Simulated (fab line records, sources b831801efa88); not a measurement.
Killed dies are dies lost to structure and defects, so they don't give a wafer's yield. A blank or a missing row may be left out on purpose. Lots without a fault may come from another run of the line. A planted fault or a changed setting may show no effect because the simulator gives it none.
Chamber matching | flow gf180mcu | GF_V3_CVD_02 on pecvd-03: 3 sister chambers
The step deposits SiO2 from TEOS, target thk 850 nm, time 94.851 s. 6 wafers are shown with their chamber, then 11 later ones without.

WAFERS WITH THEIR CHAMBER
wafer  | chamber | heater_power_w (W)
L080.2 | 2       | 752
L080.3 | 0       | 601
L086.2 | 2       | 771
L086.4 | 1       | 773
L086.5 | 1       | 804
L088.1 | 0       | 510

WAFERS WITHOUT THEIR CHAMBER
wafer  | heater_power_w (W)
L088.5 | 583
L088.6 | 661
L089.1 | 800
L089.2 | 737
L089.3 | 625
L090.1 | 620
L090.3 | 911
L090.5 | 504
L093.1 | 639
L093.4 | 725
L093.6 | 501

WHICH CHAMBER EACH WENT THROUGH
wafer  | from the rows above          | in truth
L088.5 | 0                            | 0
L088.6 | can't be placed: 2 or 0 or 1 | 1
L089.1 | can't be placed: 1 or 2      | 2
L089.2 | can't be placed: 2 or 1      | 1
L089.3 | can't be placed: 0 or 2      | 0
L090.1 | can't be placed: 0 or 2      | 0
L090.3 | can't be placed: 1 or 2      | 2
L090.5 | 0                            | 0
L093.1 | can't be placed: 0 or 2 or 1 | 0
L093.4 | can't be placed: 2 or 1      | 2
L093.6 | 0                            | 0
Placed correctly: 3 of 11. Can't be placed from these rows: 8 (the true chamber is among the candidates in 8). Placed wrongly: 0.
How it was worked out, from the rows above alone: a wafer's distance from a chamber is the root of the sum, over the readings, of the square of ((its reading less the chamber's mean) divided by the reading's scatter). The wafer belongs to the nearest chamber; if the next one is less than 2 further off, it can't be placed. A chamber's mean is the mean of its shown wafers. The scatter: the root of (the sum of the squares of (reading less its chamber's mean) over the shown wafers, divided by (wafers less chambers)).
